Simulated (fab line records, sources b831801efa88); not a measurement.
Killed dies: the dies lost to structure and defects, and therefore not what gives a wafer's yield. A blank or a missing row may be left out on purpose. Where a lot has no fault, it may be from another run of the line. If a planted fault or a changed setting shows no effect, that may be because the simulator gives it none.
What tool caused it? / flow sky130 / 13 lots, 39 wafers sampled, at 6 steps of a route of 708

## WHAT THE GAUGES SHOWED, per wafer
SKY_LDD_HVN_TW_MEAS_10. Usual: LDD_HVN_TW typically reads 1437, with standard deviation 14.
lot=L272; measured=day 20 08:02; on=filmMetro-01; LDD_HVN_TW=1434 1435 1435; flag=
lot=L274; measured=day 21 02:56; on=filmMetro-01; LDD_HVN_TW=1434 1446 1446; flag=
lot=L278; measured=day 23 05:12; on=filmMetro-04; LDD_HVN_TW=1448 1453 1451; flag=
lot=L279; measured=day 23 09:26; on=filmMetro-04; LDD_HVN_TW=1449 1444 1439; flag=
lot=L280; measured=day 23 14:14; on=filmMetro-01; LDD_HVN_TW=1442 1439 1446; flag=
lot=L281; measured=day 23 18:43; on=filmMetro-01; LDD_HVN_TW=1439 1443 1435; flag=
lot=L282; measured=day 24 02:20; on=filmMetro-01; LDD_HVN_TW=1431 1435 1437; flag=
lot=L283; measured=day 24 22:58; on=filmMetro-04; LDD_HVN_TW=1446 1441 1446; flag=
lot=L285; measured=day 25 16:39; on=filmMetro-04; LDD_HVN_TW=1454 1442 1449; flag=
lot=L287; measured=day 26 03:11; on=filmMetro-04; LDD_HVN_TW=533 533 532; flag=OFF
lot=L293; measured=day 27 20:26; on=filmMetro-01; LDD_HVN_TW=1455 1445 1452; flag=
lot=L294; measured=day 28 02:41; on=filmMetro-02; LDD_HVN_TW=1422 1418 1426; flag=
lot=L295; measured=day 28 16:27; on=filmMetro-01; LDD_HVN_TW=1439 1435 1432; flag=

SKY_LDD_HVP_TW_MEAS_10. Usual: LDD_HVP_TW typically reads 458.4, with standard deviation 2.4.
lot=L272; measured=day 21 14:56; on=filmMetro-01; LDD_HVP_TW=456.9 456.6 456.7; flag=
lot=L274; measured=day 22 10:31; on=filmMetro-01; LDD_HVP_TW=457.3 457.1 456.1; flag=
lot=L278; measured=day 24 10:48; on=filmMetro-01; LDD_HVP_TW=458.3 455.1 458.2; flag=
lot=L279; measured=day 24 15:50; on=filmMetro-04; LDD_HVP_TW=458.0 457.3 458.6; flag=
lot=L280; measured=day 24 20:10; on=filmMetro-01; LDD_HVP_TW=456.1 455.1 457.3; flag=
lot=L281; measured=day 25 00:48; on=filmMetro-04; LDD_HVP_TW=459.2 458.9 458.2; flag=
lot=L282; measured=day 25 08:14; on=filmMetro-04; LDD_HVP_TW=460.5 458.5 459.7; flag=
lot=L283; measured=day 26 04:06; on=filmMetro-04; LDD_HVP_TW=458.2 459.3 460.0; flag=
lot=L285; measured=day 26 21:19; on=filmMetro-01; LDD_HVP_TW=456.8 456.0 456.3; flag=
lot=L287; measured=day 27 08:33; on=filmMetro-03; LDD_HVP_TW=460.3 460.1 461.1; flag=
lot=L293; measured=day 28 23:19; on=filmMetro-03; LDD_HVP_TW=459.1 458.6 458.5; flag=
lot=L294; measured=day 29 05:34; on=filmMetro-03; LDD_HVP_TW=457.4 459.3 458.9; flag=
lot=L295; measured=day 29 18:54; on=filmMetro-04; LDD_HVP_TW=457.5 457.5 456.7; flag=

## WHICH TOOL RAN EACH LOT (tool, then ch and the chambers of the sampled wafers, then the start)
lot=L272; SKY_POLY_GATE_ETCH_17=rieSi-02 ch 0,3, day 16 11:11; SKY_LDD_N_STRIP_16=plasmaAsher-03 ch 0,1, day 17 18:21; SKY_LDD_P_STRIP_10=plasmaAsher-04 ch 0,1, day 19 00:50; SKY_LDD_HVN_STRIP_09=plasmaAsher-02 ch 0,1, day 20 07:56
lot=L274; SKY_POLY_GATE_ETCH_17=rieSi-01 ch 1,2,3, day 17 05:04; SKY_LDD_N_STRIP_16=plasmaAsher-02 ch 0,1, day 18 13:44; SKY_LDD_P_STRIP_10=plasmaAsher-01 ch 0,1, day 19 20:33; SKY_LDD_HVN_STRIP_09=plasmaAsher-04 ch 0,1, day 21 02:50
lot=L278; SKY_POLY_GATE_ETCH_17=rieSi-02 ch 1,2, day 18 23:57; SKY_LDD_N_STRIP_16=plasmaAsher-03 ch 0,1, day 20 16:16; SKY_LDD_P_STRIP_10=plasmaAsher-03 ch 0,1, day 21 22:47; SKY_LDD_HVN_STRIP_09=plasmaAsher-04 ch 0,1, day 23 05:07
lot=L279; SKY_POLY_GATE_ETCH_17=rieSi-02 ch 0,1,2, day 19 09:13; SKY_LDD_N_STRIP_16=plasmaAsher-03 ch 0,1, day 20 20:08; SKY_LDD_P_STRIP_10=plasmaAsher-03 ch 0, day 22 03:00; SKY_LDD_HVN_STRIP_09=plasmaAsher-02 ch 0, day 23 09:20
lot=L280; SKY_POLY_GATE_ETCH_17=rieSi-01 ch 1,3, day 19 13:25; SKY_LDD_N_STRIP_16=plasmaAsher-03 ch 0,1, day 21 00:44; SKY_LDD_P_STRIP_10=plasmaAsher-03 ch 0, day 22 07:27; SKY_LDD_HVN_STRIP_09=plasmaAsher-04 ch 0, day 23 14:07
lot=L281; SKY_POLY_GATE_ETCH_17=rieSi-02 ch 0,1, day 19 20:56; SKY_LDD_N_STRIP_16=plasmaAsher-01 ch 0,1, day 21 06:03; SKY_LDD_P_STRIP_10=plasmaAsher-04 ch 0,1, day 22 12:30; SKY_LDD_HVN_STRIP_09=plasmaAsher-01 ch 0,1, day 23 18:37
lot=L282; SKY_POLY_GATE_ETCH_17=rieSi-02 ch 0,2, day 20 05:44; SKY_LDD_N_STRIP_16=plasmaAsher-03 ch 0,1, day 21 14:53; SKY_LDD_P_STRIP_10=plasmaAsher-03 ch 0,1, day 22 21:03; SKY_LDD_HVN_STRIP_09=plasmaAsher-04 ch 0,1, day 24 02:13
lot=L283; SKY_POLY_GATE_ETCH_17=rieSi-01 ch 0,3, day 21 02:09; SKY_LDD_N_STRIP_16=plasmaAsher-03 ch 0,1, day 22 11:34; SKY_LDD_P_STRIP_10=plasmaAsher-01 ch 0,1, day 23 17:41; SKY_LDD_HVN_STRIP_09=plasmaAsher-01 ch 0,1, day 24 22:53
lot=L285; SKY_POLY_GATE_ETCH_17=rieSi-01 ch 1,2,3, day 21 20:18; SKY_LDD_N_STRIP_16=plasmaAsher-03 ch 0,1, day 23 05:02; SKY_LDD_P_STRIP_10=plasmaAsher-04 ch 0,1, day 24 10:45; SKY_LDD_HVN_STRIP_09=plasmaAsher-04 ch 0,1, day 25 16:33
lot=L287; SKY_POLY_GATE_ETCH_17=rieSi-01 ch 1,2,3, day 22 05:47; SKY_LDD_N_STRIP_16=plasmaAsher-02 ch 0,1, day 23 14:43; SKY_LDD_P_STRIP_10=plasmaAsher-04 ch 0,1, day 24 21:05; SKY_LDD_HVN_STRIP_09=plasmaAsher-04 ch 0,1, day 26 03:05
lot=L293; SKY_POLY_GATE_ETCH_17=rieSi-01 ch 0,2,3, day 24 01:00; SKY_LDD_N_STRIP_16=plasmaAsher-02 ch 0,1, day 25 09:29; SKY_LDD_P_STRIP_10=plasmaAsher-01 ch 0,1, day 26 14:57; SKY_LDD_HVN_STRIP_09=plasmaAsher-01 ch 0,1, day 27 20:20
lot=L294; SKY_POLY_GATE_ETCH_17=rieSi-02 ch 0,1,3, day 24 07:58; SKY_LDD_N_STRIP_16=plasmaAsher-02 ch 0,1, day 25 16:24; SKY_LDD_P_STRIP_10=plasmaAsher-01 ch 0,1, day 26 21:36; SKY_LDD_HVN_STRIP_09=plasmaAsher-01 ch 0,1, day 28 02:35
lot=L295; SKY_POLY_GATE_ETCH_17=rieSi-01 ch 1,2,3, day 24 20:47; SKY_LDD_N_STRIP_16=plasmaAsher-01 ch 0,1, day 26 06:56; SKY_LDD_P_STRIP_10=plasmaAsher-03 ch 0,1, day 27 12:29; SKY_LDD_HVN_STRIP_09=plasmaAsher-04 ch 0,1, day 28 16:22
- SKY_POLY_GATE_ETCH_17: etches poly-Si in HBr/Cl2, stops on SiO2, target depth 180 nm, time 70.5 s.
- SKY_LDD_N_STRIP_16: strips in O2/N2.
- SKY_LDD_P_STRIP_10: strips in O2/N2.
- SKY_LDD_HVN_STRIP_09: strips in O2/N2.

## AS READ BY THE TOOLS THEMSELVES (means over the sampled wafers that have a number; for cases with no such wafer, the mark the record gives instead)
SKY_POLY_GATE_ETCH_17. Usual: drypumpMotorCurrentA 5.7 A, standard deviation 0.55; oesProductAu 0.984 a.u., standard deviation 0.0068; rfFwdPowerW 397.0 W, standard deviation 1.6; throttleValvePct 33.685 %, standard deviation 0.01.
lot=L272; tool=rieSi-02; drypumpMotorCurrentA (A)=6.0; oesProductAu (a.u.)=0.986; rfFwdPowerW (W)=396.5; throttleValvePct (%)=33.684; flag=
lot=L274; tool=rieSi-01; drypumpMotorCurrentA (A)=5.8; oesProductAu (a.u.)=0.984; rfFwdPowerW (W)=396.7; throttleValvePct (%)=33.688; flag=
lot=L278; tool=rieSi-02; drypumpMotorCurrentA (A)=5.6; oesProductAu (a.u.)=0.987; rfFwdPowerW (W)=396.6; throttleValvePct (%)=33.682; flag=
lot=L279; tool=rieSi-02; drypumpMotorCurrentA (A)=5.5; oesProductAu (a.u.)=0.980; rfFwdPowerW (W)=397.0; throttleValvePct (%)=33.691; flag=
lot=L280; tool=rieSi-01; drypumpMotorCurrentA (A)=6.0; oesProductAu (a.u.)=0.977; rfFwdPowerW (W)=395.7; throttleValvePct (%)=33.686; flag=
lot=L281; tool=rieSi-02; drypumpMotorCurrentA (A)=5.9; oesProductAu (a.u.)=0.981; rfFwdPowerW (W)=398.2; throttleValvePct (%)=33.683; flag=
lot=L282; tool=rieSi-02; drypumpMotorCurrentA (A)=5.2; oesProductAu (a.u.)=0.988; rfFwdPowerW (W)=397.3; throttleValvePct (%)=33.685; flag=
lot=L283; tool=rieSi-01; drypumpMotorCurrentA (A)=5.3; oesProductAu (a.u.)=0.986; rfFwdPowerW (W)=397.3; throttleValvePct (%)=33.686; flag=
lot=L285; tool=rieSi-01; drypumpMotorCurrentA (A)=5.8; oesProductAu (a.u.)=0.986; rfFwdPowerW (W)=397.1; throttleValvePct (%)=33.677; flag=
lot=L287; tool=rieSi-01; drypumpMotorCurrentA (A)=5.8; oesProductAu (a.u.)=0.983; rfFwdPowerW (W)=395.8; throttleValvePct (%)=33.679; flag=
lot=L293; tool=rieSi-01; drypumpMotorCurrentA (A)=5.5; oesProductAu (a.u.)=0.984; rfFwdPowerW (W)=397.6; throttleValvePct (%)=33.682; flag=
lot=L294; tool=rieSi-02; drypumpMotorCurrentA (A)=6.0; oesProductAu (a.u.)=0.981; rfFwdPowerW (W)=397.2; throttleValvePct (%)=33.684; flag=
lot=L295; tool=rieSi-01; drypumpMotorCurrentA (A)=5.8; oesProductAu (a.u.)=0.990; rfFwdPowerW (W)=396.2; throttleValvePct (%)=33.686; flag=

SKY_LDD_N_STRIP_16. Usual: drypumpMotorCurrentA 5.7 A, standard deviation 0.6; n2FlowSccm 300.0 sccm, standard deviation 0.91; oesProductAu 0.406 a.u., standard deviation 0.0047; stripTimeToEndpointS 4.312 s, standard deviation 0.013.
lot=L272; tool=plasmaAsher-03; drypumpMotorCurrentA (A)=5.7; n2FlowSccm (sccm)=300.5; oesProductAu (a.u.)=0.408; stripTimeToEndpointS (s)=4.300; flag=
lot=L274; tool=plasmaAsher-02; drypumpMotorCurrentA (A)=6.2; n2FlowSccm (sccm)=299.5; oesProductAu (a.u.)=0.406; stripTimeToEndpointS (s)=4.301; flag=
lot=L278; tool=plasmaAsher-03; drypumpMotorCurrentA (A)=5.7; n2FlowSccm (sccm)=300.5; oesProductAu (a.u.)=0.403; stripTimeToEndpointS (s)=4.304; flag=
lot=L279; tool=plasmaAsher-03; drypumpMotorCurrentA (A)=5.7; n2FlowSccm (sccm)=300.2; oesProductAu (a.u.)=0.408; stripTimeToEndpointS (s)=4.315; flag=
lot=L280; tool=plasmaAsher-03; drypumpMotorCurrentA (A)=5.7; n2FlowSccm (sccm)=299.3; oesProductAu (a.u.)=0.405; stripTimeToEndpointS (s)=4.303; flag=
lot=L281; tool=plasmaAsher-01; drypumpMotorCurrentA (A)=6.1; n2FlowSccm (sccm)=300.3; oesProductAu (a.u.)=0.408; stripTimeToEndpointS (s)=4.303; flag=
lot=L282; tool=plasmaAsher-03; drypumpMotorCurrentA (A)=5.3; n2FlowSccm (sccm)=300.5; oesProductAu (a.u.)=0.416; stripTimeToEndpointS (s)=4.334; flag=
lot=L283; tool=plasmaAsher-03; drypumpMotorCurrentA (A)=5.7; n2FlowSccm (sccm)=300.0; oesProductAu (a.u.)=0.409; stripTimeToEndpointS (s)=4.330; flag=
lot=L285; tool=plasmaAsher-03; drypumpMotorCurrentA (A)=5.3; n2FlowSccm (sccm)=300.3; oesProductAu (a.u.)=0.407; stripTimeToEndpointS (s)=4.310; flag=
lot=L287; tool=plasmaAsher-02; drypumpMotorCurrentA (A)=6.2; n2FlowSccm (sccm)=300.4; oesProductAu (a.u.)=0.407; stripTimeToEndpointS (s)=4.314; flag=
lot=L293; tool=plasmaAsher-02; drypumpMotorCurrentA (A)=6.2; n2FlowSccm (sccm)=299.5; oesProductAu (a.u.)=0.404; stripTimeToEndpointS (s)=4.326; flag=
lot=L294; tool=plasmaAsher-02; drypumpMotorCurrentA (A)=6.2; n2FlowSccm (sccm)=299.2; oesProductAu (a.u.)=0.407; stripTimeToEndpointS (s)=4.325; flag=
lot=L295; tool=plasmaAsher-01; drypumpMotorCurrentA (A)=5.9; n2FlowSccm (sccm)=299.8; oesProductAu (a.u.)=0.405; stripTimeToEndpointS (s)=4.311; flag=

SKY_LDD_P_STRIP_10. Usual: drypumpMotorCurrentA 5.8 A, standard deviation 0.51; n2FlowSccm 299.8 sccm, standard deviation 0.83; oesProductAu 0.716 a.u., standard deviation 0.0043; stripTimeToEndpointS 14.18 s, standard deviation 0.039.
lot=L272; tool=plasmaAsher-04; drypumpMotorCurrentA (A)=5.6; n2FlowSccm (sccm)=299.9; oesProductAu (a.u.)=0.718; stripTimeToEndpointS (s)=14.15; flag=
lot=L274; tool=plasmaAsher-01; drypumpMotorCurrentA (A)=6.2; n2FlowSccm (sccm)=300.0; oesProductAu (a.u.)=0.717; stripTimeToEndpointS (s)=14.17; flag=
lot=L278; tool=plasmaAsher-03; drypumpMotorCurrentA (A)=5.3; n2FlowSccm (sccm)=299.7; oesProductAu (a.u.)=0.715; stripTimeToEndpointS (s)=14.20; flag=
lot=L279; tool=plasmaAsher-03; drypumpMotorCurrentA (A)=5.0; n2FlowSccm (sccm)=299.5; oesProductAu (a.u.)=0.714; stripTimeToEndpointS (s)=14.17; flag=
lot=L280; tool=plasmaAsher-03; drypumpMotorCurrentA (A)=5.0; n2FlowSccm (sccm)=300.4; oesProductAu (a.u.)=0.713; stripTimeToEndpointS (s)=14.21; flag=
lot=L281; tool=plasmaAsher-04; drypumpMotorCurrentA (A)=6.0; n2FlowSccm (sccm)=300.1; oesProductAu (a.u.)=0.715; stripTimeToEndpointS (s)=14.23; flag=
lot=L282; tool=plasmaAsher-03; drypumpMotorCurrentA (A)=5.3; n2FlowSccm (sccm)=299.7; oesProductAu (a.u.)=0.716; stripTimeToEndpointS (s)=14.22; flag=
lot=L283; tool=plasmaAsher-01; drypumpMotorCurrentA (A)=5.9; n2FlowSccm (sccm)=299.8; oesProductAu (a.u.)=0.716; stripTimeToEndpointS (s)=14.24; flag=
lot=L285; tool=plasmaAsher-04; drypumpMotorCurrentA (A)=6.0; n2FlowSccm (sccm)=300.1; oesProductAu (a.u.)=0.719; stripTimeToEndpointS (s)=14.18; flag=
lot=L287; tool=plasmaAsher-04; drypumpMotorCurrentA (A)=5.9; n2FlowSccm (sccm)=300.8; oesProductAu (a.u.)=0.950; stripTimeToEndpointS (s)=-; flag=OFF
lot=L293; tool=plasmaAsher-01; drypumpMotorCurrentA (A)=6.2; n2FlowSccm (sccm)=299.6; oesProductAu (a.u.)=0.713; stripTimeToEndpointS (s)=14.17; flag=
lot=L294; tool=plasmaAsher-01; drypumpMotorCurrentA (A)=5.9; n2FlowSccm (sccm)=299.6; oesProductAu (a.u.)=0.715; stripTimeToEndpointS (s)=14.20; flag=
lot=L295; tool=plasmaAsher-03; drypumpMotorCurrentA (A)=5.3; n2FlowSccm (sccm)=298.6; oesProductAu (a.u.)=0.717; stripTimeToEndpointS (s)=14.24; flag=

SKY_LDD_HVN_STRIP_09. Usual: drypumpMotorCurrentA 5.9 A, standard deviation 0.51; n2FlowSccm 300.0 sccm, standard deviation 0.87; oesProductAu 0.408 a.u., standard deviation 0.0047; stripTimeToEndpointS 4.132 s, standard deviation 0.014.
lot=L272; tool=plasmaAsher-02; drypumpMotorCurrentA (A)=5.7; n2FlowSccm (sccm)=300.5; oesProductAu (a.u.)=0.409; stripTimeToEndpointS (s)=4.126; flag=
lot=L274; tool=plasmaAsher-04; drypumpMotorCurrentA (A)=5.9; n2FlowSccm (sccm)=299.2; oesProductAu (a.u.)=0.407; stripTimeToEndpointS (s)=4.142; flag=
lot=L278; tool=plasmaAsher-04; drypumpMotorCurrentA (A)=5.7; n2FlowSccm (sccm)=300.4; oesProductAu (a.u.)=0.411; stripTimeToEndpointS (s)=4.121; flag=
lot=L279; tool=plasmaAsher-02; drypumpMotorCurrentA (A)=5.3; n2FlowSccm (sccm)=300.1; oesProductAu (a.u.)=0.409; stripTimeToEndpointS (s)=4.139; flag=
lot=L280; tool=plasmaAsher-04; drypumpMotorCurrentA (A)=5.3; n2FlowSccm (sccm)=301.3; oesProductAu (a.u.)=0.409; stripTimeToEndpointS (s)=4.111; flag=
lot=L281; tool=plasmaAsher-01; drypumpMotorCurrentA (A)=5.9; n2FlowSccm (sccm)=299.6; oesProductAu (a.u.)=0.409; stripTimeToEndpointS (s)=4.138; flag=
lot=L282; tool=plasmaAsher-04; drypumpMotorCurrentA (A)=5.7; n2FlowSccm (sccm)=300.1; oesProductAu (a.u.)=0.406; stripTimeToEndpointS (s)=4.134; flag=
lot=L283; tool=plasmaAsher-01; drypumpMotorCurrentA (A)=6.2; n2FlowSccm (sccm)=300.6; oesProductAu (a.u.)=0.408; stripTimeToEndpointS (s)=4.130; flag=
lot=L285; tool=plasmaAsher-04; drypumpMotorCurrentA (A)=6.0; n2FlowSccm (sccm)=299.2; oesProductAu (a.u.)=0.407; stripTimeToEndpointS (s)=4.130; flag=
lot=L287; tool=plasmaAsher-04; drypumpMotorCurrentA (A)=5.6; n2FlowSccm (sccm)=300.4; oesProductAu (a.u.)=0.507; stripTimeToEndpointS (s)=6.507; flag=OFF
lot=L293; tool=plasmaAsher-01; drypumpMotorCurrentA (A)=6.1; n2FlowSccm (sccm)=300.3; oesProductAu (a.u.)=0.402; stripTimeToEndpointS (s)=4.138; flag=
lot=L294; tool=plasmaAsher-01; drypumpMotorCurrentA (A)=5.9; n2FlowSccm (sccm)=299.9; oesProductAu (a.u.)=0.410; stripTimeToEndpointS (s)=4.134; flag=
lot=L295; tool=plasmaAsher-04; drypumpMotorCurrentA (A)=5.9; n2FlowSccm (sccm)=299.7; oesProductAu (a.u.)=0.401; stripTimeToEndpointS (s)=4.141; flag=

## THE ANSWER, worked out from the rows above alone
Rule: take the mean of a lot's wafers that have a number; if it is more than 3 standard deviations from the usual mean, the lot is off. Also off: a lot with no number at a reading for which 4 or more lots have one. Where the step has rows for the other lots, those lots are counted as sound. After the gauges, taken in route order, come the tools' own readings; for these a lot's mean is taken, as printed above. The first step at which some lot is off is used, and at that step the reading that is off furthest; a lot without a number counts as furthest.
Off: L287, seen at SKY_LDD_HVN_TW_MEAS_10 (LDD_HVN_TW).
A tool fits if, at a process step before that reading, it ran every lot that is off, and no sound lot after the first of them. The gauges at SKY_LDD_HVN_TW_MEAS_10 aren't tried: what is off there is off at SKY_LDD_P_STRIP_10 too, on other tools, and a gauge's error can't cause that. One fits: plasmaAsher-04 at SKY_LDD_P_STRIP_10. A fault onset in the window from L285 (day 24 10:45, its last sound lot) to L287 (day 24 21:05, its first lot off) fits.
The tool's own readings at SKY_LDD_P_STRIP_10 bear it out: on the lots that are off they differ by more than 5 times the standard deviation of the sound lots' means. oesProductAu reads 0.950 a.u. there against 0.716 a.u. on the sound lots.
Blank at SKY_LDD_P_STRIP_10 on the lots that are off, where sound lots have numbers: stripTimeToEndpointS.

## WHAT HAD BEEN PUT IN BY THE SIMULATOR
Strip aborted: plasmaAsher-04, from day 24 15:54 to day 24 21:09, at SKY_LDD_P_STRIP_10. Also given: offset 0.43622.
Shown lots that were struck: L287. This agrees with what the rule above found.
